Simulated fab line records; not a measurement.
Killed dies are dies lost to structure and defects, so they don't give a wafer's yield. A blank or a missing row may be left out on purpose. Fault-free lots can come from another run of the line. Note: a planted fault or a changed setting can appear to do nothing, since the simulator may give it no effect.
Chamber matching || flow sky130 || 4 sister chambers for SKY_FIELD_ISO_ETCH_15 on rieDiel-04
The step etches the open film in CHF3/O2, stops on Si, target depth 180 nm, time 72 s. 14 wafers are shown with their chamber, then 7 later ones without.

## WAFERS WITH THEIR CHAMBER
{"wafer": "L343.1", "chamber": 3, "runLengthS (s)": 100.0, "throttleValvePct (%)": 8.832, "oesProductAu (a.u.)": 0.942}
{"wafer": "L343.4", "chamber": 1, "runLengthS (s)": 100.8, "throttleValvePct (%)": 8.848, "oesProductAu (a.u.)": 0.940}
{"wafer": "L343.5", "chamber": 1, "runLengthS (s)": 100.7, "throttleValvePct (%)": 8.824, "oesProductAu (a.u.)": 0.943}
{"wafer": "L344.2", "chamber": 3, "runLengthS (s)": 100.0, "throttleValvePct (%)": 8.839, "oesProductAu (a.u.)": 0.945}
{"wafer": "L344.5", "chamber": 1, "runLengthS (s)": 100.8, "throttleValvePct (%)": 8.853, "oesProductAu (a.u.)": 0.942}
{"wafer": "L344.6", "chamber": 2, "runLengthS (s)": 100.8, "throttleValvePct (%)": 8.843, "oesProductAu (a.u.)": 0.939}
{"wafer": "L348.3", "chamber": 2, "runLengthS (s)": 100.4, "throttleValvePct (%)": 8.852, "oesProductAu (a.u.)": 0.940}
{"wafer": "L348.5", "chamber": 2, "runLengthS (s)": 100.3, "throttleValvePct (%)": 8.845, "oesProductAu (a.u.)": 0.953}
{"wafer": "L348.6", "chamber": 1, "runLengthS (s)": 100.9, "throttleValvePct (%)": 8.838, "oesProductAu (a.u.)": 0.950}
{"wafer": "L352.1", "chamber": 0, "runLengthS (s)": 100.7, "throttleValvePct (%)": 8.848, "oesProductAu (a.u.)": 0.944}
{"wafer": "L352.2", "chamber": 1, "runLengthS (s)": 100.5, "throttleValvePct (%)": 8.817, "oesProductAu (a.u.)": 0.932}
{"wafer": "L352.4", "chamber": 3, "runLengthS (s)": 100.5, "throttleValvePct (%)": 8.849, "oesProductAu (a.u.)": 0.934}
{"wafer": "L356.2", "chamber": 2, "runLengthS (s)": 100.8, "throttleValvePct (%)": 8.845, "oesProductAu (a.u.)": 0.926}
{"wafer": "L356.3", "chamber": 0, "runLengthS (s)": 100.6, "throttleValvePct (%)": 8.844, "oesProductAu (a.u.)": 0.931}

SIGNATURES, as means of the wafers listed above
{"reading": "runLengthS", "chamber 0": 100.650, "chamber 1": 100.740, "chamber 2": 100.575, "chamber 3": 100.167, "scatter within a chamber": 0.217}
{"reading": "throttleValvePct", "chamber 0": 8.84600, "chamber 1": 8.83600, "chamber 2": 8.84625, "chamber 3": 8.84000, "scatter within a chamber": 0.0107}
{"reading": "oesProductAu", "chamber 0": 0.93750, "chamber 1": 0.94140, "chamber 2": 0.93950, "chamber 3": 0.94033, "scatter within a chamber": 0.00825}
Rule: a wafer's distance from a chamber is the root of the sum, over the readings, of the square of ((its reading less the chamber's mean) divided by the reading's scatter). If the next closest chamber is less than 2 further off than the closest, the wafer can't be placed; otherwise it belongs to the closest. The scatter is the square root of a quotient: the sum, over the shown wafers, of each reading's squared deviation from its chamber's mean, divided by wafers minus chambers.

## WAFERS MISSING THEIR CHAMBER
{"wafer": "L356.5", "runLengthS (s)": 100.4, "throttleValvePct (%)": 8.849, "oesProductAu (a.u.)": 0.936}
{"wafer": "L362.1", "runLengthS (s)": 100.6, "throttleValvePct (%)": 8.856, "oesProductAu (a.u.)": 0.941}
{"wafer": "L362.2", "runLengthS (s)": 100.3, "throttleValvePct (%)": 8.851, "oesProductAu (a.u.)": 0.949}
{"wafer": "L362.3", "runLengthS (s)": 100.6, "throttleValvePct (%)": 8.855, "oesProductAu (a.u.)": 0.940}
{"wafer": "L363.1", "runLengthS (s)": 100.4, "throttleValvePct (%)": 8.828, "oesProductAu (a.u.)": 0.936}
{"wafer": "L363.4", "runLengthS (s)": 100.2, "throttleValvePct (%)": 8.844, "oesProductAu (a.u.)": 0.940}
{"wafer": "L363.5", "runLengthS (s)": 100.1, "throttleValvePct (%)": 8.838, "oesProductAu (a.u.)": 0.929}

## WHICH CHAMBER EACH WENT THROUGH
{"wafer": "L356.5", "from the rows above": "can't be placed: 2 or 0 or 3 or 1", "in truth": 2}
{"wafer": "L362.1", "from the rows above": "can't be placed: 2 or 0 or 1 or 3", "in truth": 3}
{"wafer": "L362.2", "from the rows above": "can't be placed: 3 or 2 or 0 or 1", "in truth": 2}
{"wafer": "L362.3", "from the rows above": "can't be placed: 2 or 0 or 1 or 3", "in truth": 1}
{"wafer": "L363.1", "from the rows above": "can't be placed: 3 or 1 or 2 or 0", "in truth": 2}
{"wafer": "L363.4", "from the rows above": "can't be placed: 3 or 2 or 0", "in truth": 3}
{"wafer": "L363.5", "from the rows above": "can't be placed: 3 or 2 or 0 or 1", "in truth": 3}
Correctly placed: 0 of 7. Cannot be placed on the basis of these rows: 7; the candidates contain the true chamber in 7. 0 placed wrongly.
